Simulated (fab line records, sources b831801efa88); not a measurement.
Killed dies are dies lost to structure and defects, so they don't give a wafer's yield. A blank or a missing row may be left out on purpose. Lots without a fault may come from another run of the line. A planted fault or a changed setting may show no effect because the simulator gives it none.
Chamber matching | flow sky130 | SKY_VIA2_ETCH_14 on rie_diel-03: 4 sister chambers
The step etches BARC in N2/H2, stops on SiO2, time 45.9 s, target depth 60 nm. 16 wafers are shown with their chamber, then 8 later ones without.

WAFERS WITH THEIR CHAMBER
wafer  | chamber | throttle_valve_pct (%) | oes_product_au (a.u.)
L074.1 | 0       | 13.218                 | 0.857
L074.2 | 3       | 13.226                 | 0.853
L074.6 | 3       | 13.223                 | 0.857
L078.3 | 1       | 13.239                 | 0.857
L078.5 | 3       | 13.224                 | 0.858
L078.6 | 2       | 13.220                 | 0.850
L079.1 | 1       | 13.230                 | 0.859
L079.4 | 0       | 13.223                 | 0.852
L079.6 | 1       | 13.224                 | 0.860
L080.1 | 1       | 13.228                 | 0.864
L080.3 | 2       | 13.218                 | 0.855
L080.5 | 3       | 13.221                 | 0.847
L085.2 | 3       | 13.225                 | 0.866
L085.3 | 1       | 13.225                 | 0.856
L085.4 | 0       | 13.216                 | 0.848
L089.2 | 0       | 13.233                 | 0.857

SIGNATURES (means of the wafers above)
reading            | chamber 0 | chamber 1 | chamber 2 | chamber 3 | scatter within a chamber
throttle_valve_pct | 13.22250  | 13.22920  | 13.21900  | 13.22380  | 0.00526
oes_product_au     | 0.85350   | 0.85920   | 0.85250   | 0.85620   | 0.00503
Rule: a wafer's distance from a chamber is the root of the sum, over the readings, of the square of ((its reading less the chamber's mean) divided by the reading's scatter). The wafer belongs to the nearest chamber; if the next one is less than 2 further off, it can't be placed. The scatter: the root of (the sum of the squares of (reading less its chamber's mean) over the shown wafers, divided by (wafers less chambers)).

WAFERS WITHOUT THEIR CHAMBER
wafer  | throttle_valve_pct (%) | oes_product_au (a.u.)
L089.5 | 13.212                 | 0.849
L089.6 | 13.217                 | 0.858
L096.1 | 13.221                 | 0.853
L096.3 | 13.239                 | 0.860
L096.5 | 13.222                 | 0.858
L097.2 | 13.231                 | 0.850
L097.3 | 13.228                 | 0.856
L097.5 | 13.225                 | 0.859

WHICH CHAMBER EACH WENT THROUGH
wafer  | from the rows above               | in truth
L089.5 | can't be placed: 2 or 0 or 3      | 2
L089.6 | can't be placed: 2 or 3 or 0 or 1 | 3
L096.1 | can't be placed: 0 or 2 or 3 or 1 | 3
L096.3 | can't be placed: 1 or 3 or 0      | 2
L096.5 | can't be placed: 3 or 0 or 2 or 1 | 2
L097.2 | can't be placed: 0 or 3 or 1 or 2 | 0
L097.3 | can't be placed: 1 or 3 or 0 or 2 | 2
L097.5 | can't be placed: 3 or 1 or 0 or 2 | 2
Placed correctly: 0 of 8. Can't be placed from these rows: 8 (the true chamber is among the candidates in 7). Placed wrongly: 0.
